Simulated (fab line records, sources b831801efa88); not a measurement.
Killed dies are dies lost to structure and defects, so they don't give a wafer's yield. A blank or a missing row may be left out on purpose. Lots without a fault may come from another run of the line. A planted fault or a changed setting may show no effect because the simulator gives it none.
A struck lot beside a sound one | flow gf180mcu | 43 steps out of a route of 602
Sound: wafers L141.2, L141.5, L141.6. Struck: wafers L151.2, L151.3, L151.5. The cause comes at the end.
At each step with rows: each side's tool, then ch and its chambers, then its first start. Under that, the readings that differ: sound wafers | struck wafers | difference of the means | sigmas: that difference in standard deviations of wafers without a fault.
alike: readings whose means differ by less than 2 such deviations, and words and numbers that are the same on both sides. not compared: withheld readings, readings that some wafer has no value for, bounds like >300 that may hide the same value, and numbers for which the record gives no deviation and whose values overlap.
The two part at a step that has a row with sigmas, a row that says differs or no value, or rows on one side only. Numbers that don't overlap but have no deviation are shown without sigmas and don't part them. A reading that every wafer of one side lacks parts them only if that side has two wafers or more.

GF_HV_LDD_STRIP_37: strips in O2/N2.
  sound on plasma_asher-02 ch 0,1, day 12 06:19; struck on plasma_asher-04 ch 0, day 15 14:52
  alike: drypump_motor_current_A, heater_power_w, oes_product_au, strip_time_to_endpoint_s
  not compared: rf_hours_counter_h
GF_HV_LDD_TW_MEAS_38:
  sound on film_metro-02, day 12 06:26; struck on film_metro-01, day 15 14:59
  reading     | sound          | struck         | difference | sigmas
  HV_LDD_3_TW | 1454 1459 1464 | 1436 1444 1439 | -19        | -3
then, 7 steps without rows for these wafers: GF_HV_LDD_DEHYDRATE_39 (time 60 s); GF_HV_LDD_HMDS_40 (prime time 60 s); GF_HV_LDD_COAT_41 (resist thk 1000 nm); GF_HV_LDD_SOFTBAKE_42 (time 60 s); GF_HV_LDD_EXPOSE_43 (exposes mask Pplus HV AREA, target cd 400 nm); GF_HV_LDD_PEB_44; GF_HV_LDD_DEVELOP_45 (develop time 60 s).
GF_HV_LDD_CD_MEAS_46: target cd 400 nm.
  sound on cd_sem-02, day 13 02:08; struck on cd_sem-01, day 16 12:53
  alike: cd_nm
GF_HV_LDD_OVL_MEAS_47:
  sound on overlay-01, day 13 02:14; struck on overlay-02, day 16 12:59
  reading            | sound          | struck       | difference | sigmas
  HV_LDD_03_OVL (nm) | -1.6 -3.2 -2.3 | -0.4 2.2 2.8 | +3.9       | +2
then, 1 step without rows for these wafers: GF_HV_LDD_IMPLANT_48.
GF_HV_LDD_STRIP_49: strips in O2/N2.
  sound on plasma_asher-02 ch 0,1, day 13 02:25; struck on plasma_asher-04 ch 0,1, day 16 13:10
  alike: drypump_motor_current_A, heater_power_w, oes_product_au, strip_time_to_endpoint_s
  not compared: rf_hours_counter_h
GF_HV_LDD_TW_MEAS_50:
  sound on film_metro-03, day 13 02:32; struck on film_metro-03, day 16 13:16
  alike: HV_LDD_4_TW
then, 1 step without rows for these wafers: GF_HV_LDD_CLEAN_51 (cleans in SC1/SC2, time 150 s).
GF_HV_LDD_RTA_52: time 10 s.
  sound on rtp_anneal-01 ch 0, day 13 02:38; struck on rtp_anneal-02 ch 0, day 16 13:23
  reading            | sound                | struck               | difference | sigmas
  anneal_temp_c_max  | 1007.3 1012.4 1010.1 | 1004.2 1004.0 1005.4 | -5.4       | -2
  lamp_power_pct (%) | 37 37 37             | 29 29 29             | -8         | -2
  alike: wafer_temp_C_max
GF_HV_LDD_RS_MEAS_53: measures by four-point-probe.
  sound on film_metro-01, day 13 02:43; struck on film_metro-01, day 16 13:28
  alike: HV_LDD_RS
then, 1 step without rows for these wafers: GF_HV_LDD_CVD_54 (deposits SiO2 from TEOS, target thk 10 nm, time 75 s).
GF_HV_LDD_THK_MEAS_55:
  sound on film_metro-02, day 13 03:50; struck on film_metro-01, day 16 14:39
  alike: HV_LDD_CVD_54_THK
then, 1 step without rows for these wafers: GF_HV_LDD_CVD_56 (deposits Si3N4 from DCS/NH3, target thk 90 nm, time 1543 s).
GF_HV_LDD_THK_MEAS_57:
  sound on film_metro-02, day 13 05:20; struck on film_metro-03, day 16 16:08
  alike: HV_LDD_CVD_56_THK
GF_HV_LDD_ETCHBACK_58: etches Si3N4 in CH3F/O2, stops on SiO2, time 100 s, target depth 90 nm.
  sound on rie_diel-01 ch 0,2,3, day 13 05:23; struck on rie_diel-02 ch 0,1,2, day 16 16:11
  alike: drypump_motor_current_A, oes_product_au, throttle_valve_pct
  not compared: rf_hours_counter_h
then, 7 steps without rows for these wafers: GF_NSD_DEHYDRATE_00 (time 60 s); GF_NSD_HMDS_01 (prime time 60 s); GF_NSD_COAT_02 (resist thk 1000 nm); GF_NSD_SOFTBAKE_03 (time 60 s); GF_NSD_EXPOSE_04 (exposes mask Nplus, target cd 400 nm); GF_NSD_PEB_05; GF_NSD_DEVELOP_06 (develop time 60 s).
GF_NSD_CD_MEAS_07: target cd 400 nm.
  sound on cd_sem-02, day 14 02:02; struck on cd_sem-01, day 17 14:38
  alike: cd_nm
GF_NSD_OVL_MEAS_08:
  sound on overlay-01, day 14 02:08; struck on overlay-01, day 17 14:44
  alike: NSD_OVL
then, 2 steps without rows for these wafers: GF_NSD_IMPLANT_09; GF_NSD_IMPLANT_10.
GF_NSD_STRIP_11: strips in O2/N2.
  sound on plasma_asher-04 ch 0,1, day 14 02:28; struck on plasma_asher-01 ch 0,1, day 17 15:04
  alike: drypump_motor_current_A, heater_power_w, oes_product_au, strip_time_to_endpoint_s
  not compared: rf_hours_counter_h
GF_NSD_TW_MEAS_12:
  sound on film_metro-04, day 14 02:35; struck on film_metro-01, day 17 15:11
  alike: NSD_TW
then, 7 steps without rows for these wafers: GF_PSD_DEHYDRATE_00 (time 60 s); GF_PSD_HMDS_01 (prime time 60 s); GF_PSD_COAT_02 (resist thk 1000 nm); GF_PSD_SOFTBAKE_03 (time 60 s); GF_PSD_EXPOSE_04 (exposes mask Pplus, target cd 400 nm); GF_PSD_PEB_05; GF_PSD_DEVELOP_06 (develop time 58.87 s).
-- the record jumps here: 15 days lie between the struck wafers' starts before and after (it left off in module PSD and takes up again in module PASSIVATION, whose first step shown is number 602 of the route) --
GF_PASSIVATION_PROBE_99:
  the record has rows for the struck wafers here (prober-02, day 32 15:15) and none for the sound ones

WHERE THEY PART
First at GF_HV_LDD_TW_MEAS_38; last, within this record, at GF_PASSIVATION_PROBE_99.

WHY: what the simulator had put in
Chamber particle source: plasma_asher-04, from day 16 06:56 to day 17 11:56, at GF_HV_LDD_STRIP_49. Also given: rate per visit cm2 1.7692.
